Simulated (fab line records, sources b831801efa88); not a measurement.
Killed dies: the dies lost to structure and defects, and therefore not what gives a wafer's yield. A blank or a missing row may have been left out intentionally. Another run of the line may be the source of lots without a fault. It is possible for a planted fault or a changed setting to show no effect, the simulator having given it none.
One fault through the eyes of 2 desks    flow sky130    what lay behind the numbers comes last; until then each desk has only its own

== FOR THE TOOL OWNER'S DESK: furnace-01 ==
The tool's own readings at SKY_GATE_OXIDE_OXIDATION_01 (stabilise 600 s, purge 300 s, target thk 10.268 nm): means of the sampled wafers that have a number, for each lot that ran on this tool. The brackets show how far a lot's mean lies from the usual mean; more than 4 standard deviations puts the lot out of limits, marked OUT. It has 9 readings, of which 7 appear: the earliest out of limits, and the ones furthest out on some lot.
Columns: A = spike_tc_bottom_C at SKY_GATE_OXIDE_OXIDATION_01, usual 915.8 C; B = spike_tc_centre_C at SKY_GATE_OXIDE_OXIDATION_01, usual 899.9 C; C = spike_tc_lower_C at SKY_GATE_OXIDE_OXIDATION_01, usual 900.8 C; D = spike_tc_top_C at SKY_GATE_OXIDE_OXIDATION_01, usual 910.7 C; E = spike_tc_upper_C at SKY_GATE_OXIDE_OXIDATION_01, usual 898.6 C; F = tube_center_temp_C at SKY_GATE_OXIDE_OXIDATION_01, usual 900 C; G = tube_center_temp_C_max at SKY_GATE_OXIDE_OXIDATION_01, usual 902.3
lot   first seen here  A                 B                 C                 D                 E                 F                      G
L930  day 13 23:38     917.7             900.2             900.7             909.6             899.2             900                    902.3
L932  day 14 12:45     916.2             900.4             900.3             909.7             898.4             900                    902.2
L937  day 16 09:17     917.2             901.1             901.6             910.1             898.4             900                    902.4
L938  day 16 12:14     907.4 (-4.4) OUT  890.4 (-9.7) OUT  890.6 (-9.3) OUT  899.9 (-7.7) OUT  888.8 (-8.2) OUT  890 (-99 or more) OUT  892.2 (-27) OUT
L940  day 17 10:20     906.3 (-5.0) OUT  890.1 (-10) OUT   889.7 (-10) OUT   900.3 (-7.5) OUT  889.6 (-7.5) OUT  890 (-99 or more) OUT  892.5 (-26) OUT
L949  day 20 10:22     918.0             899.4             901.2             909.8             898.8             900                    902.3
This desk finds L938, L940 out of limits, L938 being first, at day 16 12:14 (spike_tc_bottom_C at SKY_GATE_OXIDE_OXIDATION_01). L930, L932, L937, L949 stayed within limits.

== FROM THE METROLOGY DESK ==
Means of the sampled wafers that have a number, per lot and without regard to the tool the lot ran on: this is what the gauges read. The brackets show how far a lot's mean lies from the usual mean; more than 4 standard deviations puts the lot out of limits, marked OUT.
Columns: A = INCOMING_BOW at SKY_FIELD_ISO_BOW_MEAS_00, usual 0 um; B = GATE_OXIDE_OXIDATION_00_THK at SKY_GATE_OXIDE_THK_MEAS_02, usual 10.32 nm; C = SD_N_OVL at SKY_SD_N_OVL_MEAS_08, usual -1.0 nm
lot   first seen here  A   B                C
L928  day 1 15:00      1   9.97             -2.2
L929  day 1 20:04      -7  10.01            -0.4
L930  day 2 01:00      1   10.53            -0.9
L932  day 2 11:00      4   10.25            -1.1
L936  day 3 07:00      1   10.17            0.3
L937  day 3 12:01      -2  10.52            -2.0
L938  day 3 17:01      -1  9.05 (-6.4) OUT  -0.7
L940  day 4 03:00      -3  9.38 (-4.7) OUT  -0.1
L941  day 4 08:01      -0  10.39            0.7
L949  day 6 00:01      3   10.33            -1.0
L950  day 6 05:01      -5  10.41            -2.0
This desk's result: L938, L940 out of limits, first on L938 (GATE_OXIDE_OXIDATION_00_THK at SKY_GATE_OXIDE_THK_MEAS_02), day 16 13:39. L928, L929, L930, L932, L936, L937, L941, L949, L950 stayed within limits.

== PUT TOGETHER ==
At day 16 12:14, on L938, L940, the tool owner's desk was in a position to raise an alarm.
An alarm was possible from the metrology desk at day 16 13:39, on L938, L940.
SKY_GATE_OXIDE_OXIDATION_01 was run on furnace-01 by each of the lots named.

== WHAT THE SIMULATOR HAD INSERTED ==
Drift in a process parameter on furnace-01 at SKY_GATE_OXIDE_OXIDATION_01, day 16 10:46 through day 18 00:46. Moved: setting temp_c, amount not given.
Shown lots that were struck: L938, L940.
Counting hours from when the fault started, the first reading out of limits came at 1 for the tool owner's desk and at 3 for the metrology desk.
